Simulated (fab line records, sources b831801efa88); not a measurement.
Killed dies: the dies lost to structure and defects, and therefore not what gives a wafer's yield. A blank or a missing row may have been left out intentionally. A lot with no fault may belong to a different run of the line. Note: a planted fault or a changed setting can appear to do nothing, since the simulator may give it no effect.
The same fault as seen by 2 desks    flow sky130    what lay behind the numbers comes last; until then each desk has only its own
Where a reading is given only as a bound, like >300, the bound stands for it, and a mean or a difference that rests on one is marked > or <: the true number lies beyond.

== THE METROLOGY DESK ==
Means of the sampled wafers that have a number, per lot and without regard to the tool the lot ran on: this is what the gauges read. The brackets show how far a lot's mean lies from the usual mean; more than 4 standard deviations puts the lot out of limits, marked OUT.
Columns: A = LI_CONTACT_BOW at SKY_LI_CONTACT_BOW_MEAS_03, usual 54 um; B = LOCAL_INTERCONNECT_TIN_RS at SKY_LOCAL_INTERCONNECT_RS_MEAS_01, usual 14.14 ohm/sq; C = LOCAL_INTERCONNECT_TIN_THK at SKY_LOCAL_INTERCONNECT_THK_MEAS_02, usual 99.5 nm
lot   first seen here  A   B      C
L502  day 27 13:41     51  14.40  97.8
L504  day 29 11:04     55  -      <0.0 (<-77) OUT
L506  day 29 12:33     63  -      <0.0 (<-77) OUT
L514  day 31 20:14     43  14.07  99.1
L516  day 32 17:34     50  14.13  100.2
L517  day 33 02:37     52  14.05  99.8
L518  day 33 10:25     64  14.30  98.1
L519  day 33 17:40     53  14.29  99.0
L520  day 33 19:26     60  14.04  100.4
L521  day 34 14:13     57  14.06  99.7
L524  day 36 13:47     52  14.28  98.2
Per this desk, out of limits: L504, L506; the first was L504, day 30 16:05 (LOCAL_INTERCONNECT_TIN_THK at SKY_LOCAL_INTERCONNECT_THK_MEAS_02). In limits: L502, L514, L516, L517, L518, L519, L520, L521, L524.

== TOOL OWNER'S DESK, pvd-sputter-04 ==
The tool's own readings at SKY_LOCAL_INTERCONNECT_SPUTTER_00 (material TiN, target thk 100 nm, time 83.3 s): means of the sampled wafers that have a number, for each lot that ran on this tool. The brackets show how far a lot's mean lies from the usual mean; more than 4 standard deviations puts the lot out of limits, marked OUT.
Columns: A = cathode-dc-power-W at SKY_LOCAL_INTERCONNECT_SPUTTER_00, usual 6500.0 W; B = chamber-pressure-pa at SKY_LOCAL_INTERCONNECT_SPUTTER_00, usual 0.4000 Pa; C = throttle-valve-pct at SKY_LOCAL_INTERCONNECT_SPUTTER_00, usual 30.6 %
lot   first seen here  A       B       C
L502  day 28 19:43     6499.6  0.4001  30.2
L514  day 33 00:26     6499.7  0.4008  30.0
L517  day 34 05:43     6500.6  0.4002  30.7
L518  day 34 13:50     6499.9  0.4003  30.9
L520  day 34 23:10     6500.8  0.3997  30.3
L521  day 35 17:38     6500.8  0.3998  30.4
Finding of this desk: none of the 6 lots has anything out of limits.

== BROUGHT TOGETHER ==
On L504, L506, the metrology desk was in a position to raise an alarm at day 30 16:05.
The desk of the tool owner found nothing out of limits.
The tool owner's desk has no number on record for L504, L506.
SKY_LOCAL_INTERCONNECT_SPUTTER_00 was run on pvd-sputter-04 by each of the lots named.

== WHAT THE SIMULATOR PUT IN ==
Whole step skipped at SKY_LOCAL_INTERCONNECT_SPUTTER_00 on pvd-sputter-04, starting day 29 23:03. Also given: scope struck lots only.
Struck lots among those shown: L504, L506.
Hours from the fault's start to each desk's first reading out of limits: the metrology desk, 17.
